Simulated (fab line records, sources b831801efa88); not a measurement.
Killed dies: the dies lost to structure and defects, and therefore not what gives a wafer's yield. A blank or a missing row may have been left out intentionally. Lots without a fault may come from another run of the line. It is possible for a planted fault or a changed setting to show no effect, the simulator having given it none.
Chamber matching || flow sky130 || 4 sister chambers for SKY_VIA3_CMP_24 on cmp-02
The step polishes, stops on SiO2, t overpolish 20 s, target thk 0 nm. 14 wafers are shown with their chamber, then 7 later ones without.

WAFERS WITH THEIR CHAMBER
{"wafer": "L446.2", "chamber": 1, "motor current A (A)": 12.3, "overpolish run s (s)": 19.988, "time to endpoint s (s)": 94.6}
{"wafer": "L446.3", "chamber": 3, "motor current A (A)": 11.6, "overpolish run s (s)": 20.017, "time to endpoint s (s)": 94.2}
{"wafer": "L446.6", "chamber": 1, "motor current A (A)": 12.6, "overpolish run s (s)": 20.005, "time to endpoint s (s)": 95.6}
{"wafer": "L447.1", "chamber": 3, "motor current A (A)": 11.5, "overpolish run s (s)": 20.013, "time to endpoint s (s)": 95.8}
{"wafer": "L447.3", "chamber": 2, "motor current A (A)": 10.8, "overpolish run s (s)": 19.995, "time to endpoint s (s)": 98.4}
{"wafer": "L447.4", "chamber": 1, "motor current A (A)": 11.8, "overpolish run s (s)": 19.992, "time to endpoint s (s)": 95.7}
{"wafer": "L448.1", "chamber": 3, "motor current A (A)": 11.1, "overpolish run s (s)": 20.002, "time to endpoint s (s)": 94.6}
{"wafer": "L448.4", "chamber": 1, "motor current A (A)": 12.4, "overpolish run s (s)": 20.021, "time to endpoint s (s)": 92.5}
{"wafer": "L448.5", "chamber": 3, "motor current A (A)": 11.4, "overpolish run s (s)": 20.002, "time to endpoint s (s)": 96.9}
{"wafer": "L452.3", "chamber": 2, "motor current A (A)": 11.0, "overpolish run s (s)": 20.000, "time to endpoint s (s)": 92.7}
{"wafer": "L452.4", "chamber": 0, "motor current A (A)": 10.4, "overpolish run s (s)": 19.990, "time to endpoint s (s)": 95.6}
{"wafer": "L452.6", "chamber": 3, "motor current A (A)": 11.4, "overpolish run s (s)": 20.011, "time to endpoint s (s)": 96.1}
{"wafer": "L454.2", "chamber": 0, "motor current A (A)": 11.0, "overpolish run s (s)": 19.996, "time to endpoint s (s)": 92.8}
{"wafer": "L454.5", "chamber": 2, "motor current A (A)": 10.8, "overpolish run s (s)": 20.003, "time to endpoint s (s)": 95.9}

SIGNATURES, as means of the wafers listed above
{"reading": "motor current A", "chamber 0": 10.700, "chamber 1": 12.275, "chamber 2": 10.867, "chamber 3": 11.400, "scatter within a chamber": 0.263}
{"reading": "overpolish run s", "chamber 0": 19.99300, "chamber 1": 20.00150, "chamber 2": 19.99933, "chamber 3": 20.00900, "scatter within a chamber": 0.00947}
{"reading": "time to endpoint s", "chamber 0": 94.200, "chamber 1": 94.600, "chamber 2": 95.667, "chamber 3": 95.520, "scatter within a chamber": 1.78}
Rule: for a wafer and a chamber, the distance is found by dividing, reading by reading, the gap between the wafer's reading and the chamber's mean by the reading's scatter, squaring, summing and taking the root. The wafer belongs to the nearest chamber; if the next one is less than 2 further off, it can't be placed. The scatter: take each reading less its chamber's mean, square it, sum over the shown wafers, divide by the number of wafers less the number of chambers, and take the root.

WAFERS WITHOUT THEIR CHAMBER
{"wafer": "L454.6", "motor current A (A)": 12.3, "overpolish run s (s)": 20.014, "time to endpoint s (s)": 93.6}
{"wafer": "L459.2", "motor current A (A)": 10.8, "overpolish run s (s)": 20.004, "time to endpoint s (s)": 90.7}
{"wafer": "L459.3", "motor current A (A)": 11.4, "overpolish run s (s)": 20.006, "time to endpoint s (s)": 95.7}
{"wafer": "L459.5", "motor current A (A)": 12.5, "overpolish run s (s)": 19.995, "time to endpoint s (s)": 92.2}
{"wafer": "L460.1", "motor current A (A)": 10.5, "overpolish run s (s)": 19.996, "time to endpoint s (s)": 91.7}
{"wafer": "L460.4", "motor current A (A)": 10.6, "overpolish run s (s)": 20.000, "time to endpoint s (s)": 89.1}
{"wafer": "L460.5", "motor current A (A)": 12.1, "overpolish run s (s)": 19.994, "time to endpoint s (s)": 89.8}

WHICH CHAMBER EACH WENT THROUGH
{"wafer": "L454.6", "from the rows above": 1, "in truth": 1}
{"wafer": "L459.2", "from the rows above": "can't be placed: 0 or 2 or 3", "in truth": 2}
{"wafer": "L459.3", "from the rows above": "can't be placed: 3 or 2", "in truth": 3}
{"wafer": "L459.5", "from the rows above": 1, "in truth": 1}
{"wafer": "L460.1", "from the rows above": "can't be placed: 0 or 2", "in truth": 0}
{"wafer": "L460.4", "from the rows above": "can't be placed: 0 or 2 or 3", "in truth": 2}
{"wafer": "L460.5", "from the rows above": "can't be placed: 1 or 3", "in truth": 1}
Correctly placed: 2 of 7. Not placeable from these rows: 5 (in 5, the candidates include the true chamber). 0 placed wrongly.
